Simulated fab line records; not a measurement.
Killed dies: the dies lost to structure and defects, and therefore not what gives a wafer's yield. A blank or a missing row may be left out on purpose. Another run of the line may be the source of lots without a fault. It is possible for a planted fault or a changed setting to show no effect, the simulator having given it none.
Struck lot and sound lot, side by side ; flow gf180mcu ; 15 steps out of a route of 602
Sound: these wafers, L743.2, L743.4, L743.6. Wafers struck: L737.2, L737.4, L737.6. At the end, the cause is stated.
Order at every step that has rows: each side's tool, ch and its chambers, its first start. Under that, the readings that differ: sound wafers ; struck wafers ; difference of the means ; sigmas: that difference in standard deviations of wafers without a fault.
alike: a reading whose means differ by less than 2 such deviations, as well as words and numbers matching on both sides. not compared: withheld readings; readings where some wafer has no value; bounds like >300 that might hide an equal value; numbers whose values overlap and for which the record gives no deviation.
Wherever a step has rows on one side only, a row that says differs or no value, or a row with sigmas, the two part there. Numbers that don't overlap but have no deviation are shown without sigmas and don't part them. A reading missing from all wafers of one side parts the sides only when that side holds two or more wafers.

first, 7 steps without rows for these wafers: GF_V3_HMDS_07 (prime time 60 s); GF_V3_COAT_08; GF_V3_COAT_09 (resist thk 1000 nm); GF_V3_SOFTBAKE_10 (time 60 s); GF_V3_EXPOSE_11 (exposes mask Via3, target cd 260 nm); GF_V3_PEB_12 (peb time 90 s); GF_V3_DEVELOP_13 (develop time 60 s).
GF_V3_CD_MEAS_14: target cd 260 nm.
  sound on cd-sem-02, day 27 22:14; struck on cd-sem-02, day 26 09:32
  alike: cd-nm
GF_V3_OVL_MEAS_15:
  sound on overlay-01, day 27 22:20; struck on overlay-01, day 26 09:38
  alike: V3_OVL
GF_V3_ETCH_16: etches BARC in N2/H2.
  sound on rie-diel-01 ch 1,2,3, day 27 22:22; struck on rie-diel-02 ch 1,2,3, day 26 09:40
  alike: chamber-pressure-mTorr, drypump-motor-current-A, oes-product-au, throttle-valve-pct
GF_V3_ETCH_17: etches SiO2 in C4F8/O2/Ar, stops on TiN, target depth 635 nm.
  sound on rie-diel-01 ch 1,2,3; struck on rie-diel-02 ch 1,2,3
  alike: chamber-pressure-mTorr, oes-product-au
GF_V3_STRIP_18: strips in O2/N2.
  sound on plasma-asher-02 ch 0,1, day 27 22:29; struck on plasma-asher-04 ch 0,1, day 26 09:48
  alike: chamber-pressure-mTorr, drypump-motor-current-A, heater-power-w, oes-product-au
  not compared: rf-hours-counter-h
GF_V3_STRIP_19: strips in post etch residue remover, time 1200 s.
  sound on wet-bench-02 ch 3, day 27 22:35; struck on wet-bench-04 ch 2, day 26 09:54
  no value came back on the struck wafers for bath-guard-temp-C (C), bath-heat-duty-pct (%), time-s (s); on the sound wafers bath-guard-temp-C (C) reads 72.0 72.0 72.2
then, 1 step without rows for these wafers: GF_V3_CLEAN_20 (cleans in DIW).
-- the record jumps here: 6 days lie between the struck wafers' starts before and after (it left off in module V3 and takes up again in module PASSIVATION, whose first step shown is number 602 of the route) --
GF_PASSIVATION_PROBE_99:
  sound on prober-02, day 33 15:20; struck on prober-01, day 32 07:37
reading;sound;struck;difference;sigmas
model.etest.via3-chain.rc-ohm;6.404 6.363 6.255;7.657 7.773 7.803;+1.404;

== WHERE THEY PART ==
At GF_V3_STRIP_19 and nowhere else, as far as this record goes.

WHY: the cause the simulator had injected
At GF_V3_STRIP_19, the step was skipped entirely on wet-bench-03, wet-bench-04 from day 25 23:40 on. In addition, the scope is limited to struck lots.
